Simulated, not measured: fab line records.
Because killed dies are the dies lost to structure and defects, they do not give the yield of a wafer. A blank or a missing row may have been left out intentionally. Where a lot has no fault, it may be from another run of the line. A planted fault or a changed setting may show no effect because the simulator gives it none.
Shared-tool check | flow sky130 | Sampled: 11 lots, 33 wafers

== WHAT PROMPTED THE OPENING ==
At SKY_FIELD_ISO_THK_MEAS_23 the reading FIELD_ISO_OXIDATION_01_THK is flagged on 2 of 11 lots. Fault-free wafers read 10.08 nm, with a standard deviation of 0.18.
Rule: a lot is flagged in two cases, either no wafer of it has a number, or all its wafers with numbers fall more than 4 standard deviations from that mean. The other lots count as sound.

lot  | measured    | on            | FIELD_ISO_OXIDATION_01_THK (nm), wafer by wafer | flag
L559 | day 2 13:14 | film-metro-03 | 10.24 10.02 10.14                               |
L560 | day 2 20:27 | film-metro-03 | 5.71 5.64 5.76                                  | FLAGGED
L561 | day 2 23:01 | film-metro-03 | 5.93 5.96 6.09                                  | FLAGGED
L563 | day 3 10:11 | film-metro-02 | 9.93 9.94 10.00                                 |
L572 | day 5 12:15 | film-metro-02 | 9.82 9.79 9.78                                  |
L573 | day 5 21:55 | film-metro-02 | 10.42 10.59 10.40                               |
L574 | day 5 21:55 | film-metro-01 | 10.01 10.06 10.03                               |
L576 | day 6 08:56 | film-metro-02 | 10.04 10.14 10.14                               |
L578 | day 6 20:11 | film-metro-02 | 10.19 10.05 10.13                               |
L579 | day 6 20:12 | film-metro-03 | 9.82 10.13 10.07                                |
L580 | day 7 06:46 | film-metro-03 | 9.76 9.93 9.58                                  |
Average over the flagged lots: 5.85 nm; offset from the usual -4.23 nm, equal to -24 standard deviations.

== WHICH TOOL RAN EACH LOT ==
The record holds 1 process step before the reading, out of a route of 708 steps. Cell contents, in order: the tool; ch with the chambers the sampled wafers went through; the start.
lot  | flag    | SKY_FIELD_ISO_OXIDATION_22
L559 |         | furnace-01 ch 0, day 2 12:03
L560 | FLAGGED | furnace-01 ch 0, day 2 19:16
L561 | FLAGGED | furnace-01 ch 0, day 2 21:50
L563 |         | furnace-02 ch 0, day 3 09:01
L572 |         | furnace-02 ch 0, day 5 11:04
L573 |         | furnace-02 ch 0, day 5 20:45
L574 |         | furnace-02 ch 0, day 5 20:45
L576 |         | furnace-02 ch 0, day 6 07:44
L578 |         | furnace-02 ch 0, day 6 19:00
L579 |         | furnace-02 ch 0, day 6 19:00
L580 |         | furnace-01 ch 0, day 7 05:36
These steps, and what they do:
- SKY_FIELD_ISO_OXIDATION_22: stabilise 600 s, purge 300 s, target thk 10 nm.
- SKY_FIELD_ISO_THK_MEAS_23

== FLAGGED OVER TOTAL, TOOL BY TOOL (the gauges that took the reading come last) ==
step                       | tool          | lots run | flagged | share of the flagged lots | sound lots run after its first flagged lot
SKY_FIELD_ISO_OXIDATION_22 | furnace-01    | 4        | 2       | all                       | 1 (L580)
SKY_FIELD_ISO_OXIDATION_22 | furnace-02    | 7        | 0       | none                      | -
SKY_FIELD_ISO_THK_MEAS_23  | film-metro-01 | 1        | 0       | none                      | -
SKY_FIELD_ISO_THK_MEAS_23  | film-metro-02 | 5        | 0       | none                      | -
SKY_FIELD_ISO_THK_MEAS_23  | film-metro-03 | 5        | 2       | all                       | 2 (L579,L580)

== THE TABLE: WHAT IT ALLOWS ==
In 2 table rows, all flagged lots were run: furnace-01 (SKY_FIELD_ISO_OXIDATION_22), film-metro-03 (SKY_FIELD_ISO_THK_MEAS_23).
- furnace-01 at SKY_FIELD_ISO_OXIDATION_22 ran 4 lots, 2 of them flagged. After the first flagged lot (L580), sound lots still ran on it; a lasting fault on the whole tool would not permit that. Its own readings lie more than 4 standard deviations out on every wafer of the flagged lots: spike-tc-bottom-C, spike-tc-centre-C, spike-tc-lower-C, spike-tc-top-C, spike-tc-upper-C, tube-center-temp-C, tube_center_temp_C_max, zone-power-centre-pct, zone-power-lower-pct.
- film-metro-03 at SKY_FIELD_ISO_THK_MEAS_23 ran 5 lots, 2 of them flagged. After the first flagged lot (L579, L580), sound lots still ran on it; a lasting fault on the whole tool would not permit that.
No row of the table ran every flagged lot and no sound lot after the first.

== WHAT HAD BEEN PUT IN BY THE SIMULATOR ==
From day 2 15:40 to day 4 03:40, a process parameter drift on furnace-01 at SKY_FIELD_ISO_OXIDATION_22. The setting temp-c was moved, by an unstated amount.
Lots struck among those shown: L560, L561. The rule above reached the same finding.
